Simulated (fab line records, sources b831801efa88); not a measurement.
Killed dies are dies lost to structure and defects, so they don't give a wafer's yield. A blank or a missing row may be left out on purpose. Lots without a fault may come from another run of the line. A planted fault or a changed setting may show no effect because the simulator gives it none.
Which tool did it? | flow sky130 | 24 lots, 72 wafers sampled, at 5 steps of a route of 708

WHAT THE GAUGES READ, wafer by wafer
SKY_VIA2_THK_MEAS_01.
lot  | measured     | on            | VIA2_HDPCVD_THK (nm)
L074 | day 36 01:43 | film_metro-03 | 1187 1195 1202
L075 | day 36 12:56 | film_metro-02 | 1159 1158 1150
L076 | day 36 15:08 | film_metro-04 | 1163 1150 1177
L077 | day 37 03:52 | film_metro-02 | 1181 1191 1166
L078 | day 37 12:14 | film_metro-03 | 1183 1181 1195
L079 | day 37 13:23 | film_metro-02 | 1167 1193 1188
L080 | day 37 19:40 | film_metro-02 | 1166 1169 1192
L081 | day 38 11:56 | film_metro-03 | 1184 1155 1180
L082 | day 38 17:05 | film_metro-03 | 1171 1178 1162
L083 | day 39 02:12 | film_metro-02 | 1193 1182 1197
L084 | day 39 07:14 | film_metro-02 | 1187 1178 1188
L085 | day 39 15:31 | film_metro-04 | 1175 1177 1174
L086 | day 39 17:43 | film_metro-03 | 1176 1176 1184
L087 | day 40 00:56 | film_metro-02 | 1180 1176 1176
L088 | day 40 13:08 | film_metro-02 | 1157 1175 1169
L089 | day 40 18:06 | film_metro-04 | 1191 1204 1205
L090 | day 41 07:11 | film_metro-03 | 1186 1188 1194
L091 | day 41 12:12 | film_metro-03 | 1188 1194 1192
L092 | day 41 12:32 | film_metro-04 | 1178 1191 1197
L093 | day 41 18:34 | film_metro-03 | 1167 1171 1172
L094 | day 42 02:23 | film_metro-03 | 1181 1180 1174
L095 | day 42 10:51 | film_metro-02 | 1170 1177 1181
L096 | day 42 12:25 | film_metro-04 | 1171 1170 1171
L097 | day 42 16:19 | film_metro-04 | 1182 1171 1193

SKY_VIA2_CD_MEAS_12: target cd 200 nm.
lot  | measured     | on        | cd_nm (nm)
L074 | day 37 04:53 | cd_sem-02 | 197.4 198.0 198.4
L075 | day 37 15:34 | cd_sem-01 | 197.9 197.1 197.2
L076 | day 37 17:33 | cd_sem-02 | 202.4 200.1 199.4
L077 | day 38 07:15 | cd_sem-01 | 201.7 200.3 201.9
L078 | day 38 14:52 | cd_sem-02 | 201.3 201.8 201.8
L079 | day 38 16:13 | cd_sem-01 | 199.1 197.0 199.0
L080 | day 38 22:23 | cd_sem-01 | 203.3 201.4 202.1
L081 | day 39 13:38 | cd_sem-02 | 199.0 200.0 199.5
L082 | day 39 19:21 | cd_sem-02 | 200.7 201.3 201.4
L083 | day 40 03:31 | cd_sem-02 | 199.1 198.5 198.3
L084 | day 40 09:13 | cd_sem-02 | 198.8 198.4 198.5
L085 | day 40 16:13 | cd_sem-01 | 201.0 202.0 200.3
L086 | day 40 18:38 | cd_sem-01 | 201.4 202.7 201.0
L087 | day 41 01:58 | cd_sem-01 | 200.1 199.9 200.6
L088 | day 41 14:20 | cd_sem-02 | 198.6 200.0 199.8
L089 | day 41 19:25 | cd_sem-02 | 200.2 201.4 201.5
L090 | day 42 08:07 | cd_sem-01 | 199.2 199.2 199.2
L091 | day 42 12:45 | cd_sem-01 | 201.1 200.8 199.4
L092 | day 42 13:40 | cd_sem-02 | 197.7 197.9 197.1
L093 | day 42 19:22 | cd_sem-02 | 199.1 198.6 198.6
L094 | day 43 02:03 | cd_sem-01 | 197.0 196.7 198.0
L095 | day 43 10:31 | cd_sem-02 | 200.5 199.7 201.4
L096 | day 43 12:08 | cd_sem-02 | 199.4 198.0 199.9
L097 | day 43 15:55 | cd_sem-01 | 200.2 199.0 200.2

SKY_METAL4_OVL_MEAS_14.
lot  | measured     | on         | METAL4_OVL (nm)
L074 | day 42 19:50 | overlay-02 | 2 3 1
L075 | day 43 05:16 | overlay-02 | -4 0 -7
L076 | day 43 03:56 | overlay-02 | -3 -3 4
L077 | day 43 17:52 | overlay-01 | -2 7 8
L078 | day 44 00:35 | overlay-02 | 5 7 4
L079 | day 44 02:28 | overlay-02 | 5 5 6
L080 | day 44 07:33 | overlay-01 | 10 13 4
L081 | day 44 20:18 | overlay-02 | 10 3 3
L082 | day 45 01:35 | overlay-02 | 0 11 0
L083 | day 45 07:40 | overlay-02 | 1 11 3
L084 | day 45 14:13 | overlay-01 | 11 8 4
L085 | day 45 20:08 | overlay-01 | 8 8 1
L086 | day 45 20:47 | overlay-02 | -8 4 0
L087 | day 46 07:04 | overlay-01 | 3 5 0
L088 | day 46 15:21 | overlay-01 | 7 9 5
L089 | day 46 20:16 | overlay-01 | 4 1 6
L090 | day 47 06:38 | overlay-02 | -1 -2 -3
L091 | day 47 12:23 | overlay-02 | 9 1 3
L092 | day 47 12:45 | overlay-01 | 9 10 9
L093 | day 47 16:38 | overlay-01 | 3 1 0
L094 | day 47 23:08 | overlay-02 | 2 0 1
L095 | day 48 06:17 | overlay-02 | 7 6 9
L096 | day 48 07:11 | overlay-02 | 0 -2 7
L097 | day 48 10:46 | overlay-02 | 9 3 7

WHICH TOOL RAN EACH LOT (tool, then ch and the chambers of the sampled wafers, then the start)
lot  | SKY_METAL4_SPUTTER_00        | SKY_CAP2M_CVD_00
L074 | pvd_sputter-04, day 40 17:23 | pecvd-02 ch 1,2, day 40 17:32
L075 | pvd_sputter-02, day 41 03:53 | pecvd-01 ch 0,2, day 41 04:02
L076 | pvd_sputter-02, day 41 03:11 | pecvd-01 ch 0,1,2, day 41 03:20
L077 | pvd_sputter-02, day 41 17:23 | pecvd-02 ch 0,1, day 41 17:32
L078 | pvd_sputter-02, day 41 23:47 | pecvd-01 ch 0,2, day 41 23:56
L079 | pvd_sputter-04, day 42 02:19 | pecvd-04 ch 0,1,2, day 42 02:28
L080 | pvd_sputter-01, day 42 06:35 | pecvd-01 ch 1,2, day 42 06:44
L081 | pvd_sputter-02, day 42 21:53 | pecvd-01 ch 0,1,2, day 42 22:03
L082 | pvd_sputter-01, day 43 02:33 | pecvd-02 ch 0,2, day 43 02:43
L083 | pvd_sputter-04, day 43 08:53 | pecvd-04 ch 1,2, day 43 09:02
L084 | pvd_sputter-02, day 43 16:07 | pecvd-01 ch 0,2, day 43 16:16
L085 | pvd_sputter-01, day 43 22:25 | pecvd-02 ch 0,1,2, day 43 22:34
L086 | pvd_sputter-02, day 43 22:44 | pecvd-01 ch 1,2, day 43 22:54
L087 | pvd_sputter-01, day 44 09:13 | pecvd-04 ch 0,2, day 44 09:22
L088 | pvd_sputter-04, day 44 18:29 | pecvd-02 ch 1,2, day 44 18:39
L089 | pvd_sputter-02, day 44 23:25 | pecvd-02 ch 1,2, day 44 23:34
L090 | pvd_sputter-01, day 45 10:10 | pecvd-04 ch 0,1, day 45 10:19
L091 | pvd_sputter-04, day 45 16:08 | pecvd-02 ch 0,1,2, day 45 16:17
L092 | pvd_sputter-04, day 45 17:26 | pecvd-04 ch 1,2, day 45 17:35
L093 | pvd_sputter-02, day 45 20:34 | pecvd-01 ch 0,2, day 45 20:43
L094 | pvd_sputter-01, day 46 03:32 | pecvd-02 ch 0,1,2, day 46 03:41
L095 | pvd_sputter-02, day 46 12:25 | pecvd-04 ch 0,1,2, day 46 12:35
L096 | pvd_sputter-01, day 46 12:53 | pecvd-01 ch 0,1,2, day 46 13:02
L097 | pvd_sputter-02, day 46 17:19 | pecvd-01 ch 0,1,2, day 46 17:28
- SKY_METAL4_SPUTTER_00: material Ti, target thk 15 nm, time 10 s.
- SKY_CAP2M_CVD_00: deposits SiO2, target thk 15.5 nm.

WHAT THE TOOLS THEMSELVES READ (means of the sampled wafers that have a number; where no wafer has one, the mark that the record gives instead)
SKY_METAL4_SPUTTER_00.
lot  | tool           | cathode_dc_power_W (W) | throttle_valve_pct (%)
L074 | pvd_sputter-04 | 2999.6                 | 28.9
L075 | pvd_sputter-02 | 2999.6                 | 28.7
L076 | pvd_sputter-02 | 3000.2                 | 28.7
L077 | pvd_sputter-02 | 2999.9                 | 28.1
L078 | pvd_sputter-02 | 3000.1                 | 29.5
L079 | pvd_sputter-04 | 2999.6                 | 29.2
L080 | pvd_sputter-01 | 3000.0                 | 30.3
L081 | pvd_sputter-02 | 3000.2                 | 28.5
L082 | pvd_sputter-01 | 2999.9                 | 30.4
L083 | pvd_sputter-04 | 2999.9                 | 29.8
L084 | pvd_sputter-02 | 2999.6                 | 28.7
L085 | pvd_sputter-01 | 2999.9                 | 30.6
L086 | pvd_sputter-02 | 2999.8                 | 29.3
L087 | pvd_sputter-01 | 3000.1                 | 30.4
L088 | pvd_sputter-04 | 3000.1                 | 29.4
L089 | pvd_sputter-02 | 3000.0                 | 28.7
L090 | pvd_sputter-01 | 3000.0                 | 30.2
L091 | pvd_sputter-04 | 3000.3                 | 30.0
L092 | pvd_sputter-04 | 2999.9                 | 30.0
L093 | pvd_sputter-02 | 2999.8                 | 29.2
L094 | pvd_sputter-01 | 2999.1                 | 30.8
L095 | pvd_sputter-02 | 3000.6                 | 29.3
L096 | pvd_sputter-01 | 3000.0                 | 30.7
L097 | pvd_sputter-02 | 3000.5                 | 28.0

SKY_CAP2M_CVD_00.
lot  | tool     | heater_power_w (W)
L074 | pecvd-02 | 648
L075 | pecvd-01 | 706
L076 | pecvd-01 | 712
L077 | pecvd-02 | 725
L078 | pecvd-01 | 726
L079 | pecvd-04 | 768
L080 | pecvd-01 | 790
L081 | pecvd-01 | 746
L082 | pecvd-02 | 684
L083 | pecvd-04 | 657
L084 | pecvd-01 | 689
L085 | pecvd-02 | 679
L086 | pecvd-01 | 778
L087 | pecvd-04 | 673
L088 | pecvd-02 | 656
L089 | pecvd-02 | 693
L090 | pecvd-04 | 759
L091 | pecvd-02 | 694
L092 | pecvd-04 | 657
L093 | pecvd-01 | 716
L094 | pecvd-02 | 668
L095 | pecvd-04 | 727
L096 | pecvd-01 | 733
L097 | pecvd-01 | 703

THE ANSWER, worked out from the rows above alone
Rule: what is usual is taken from the lots themselves. Put in order of their means at a reading, lots are off if they are a third of the lots or fewer, leave a main group of 4 or more, and stand apart from it by a gap of 3 or more times the standard deviation of the main group's means; of several such gaps the widest counts. A main group whose means are all the same, to the digits that the tables above print for the reading, isn't used. A lot without any number at a reading at which 4 lots or more have one is off too. The other lots that the step has rows for count as sound. The gauges are gone through in route order, then the tools' own readings, and for those a lot's mean is taken as printed above. The first step at which some lot is off is used, and at that step the reading that is off furthest; a lot without a number counts as furthest.
No lot is off at any reading shown: from this, nothing can be told.

WHAT THE SIMULATOR HAD PUT IN
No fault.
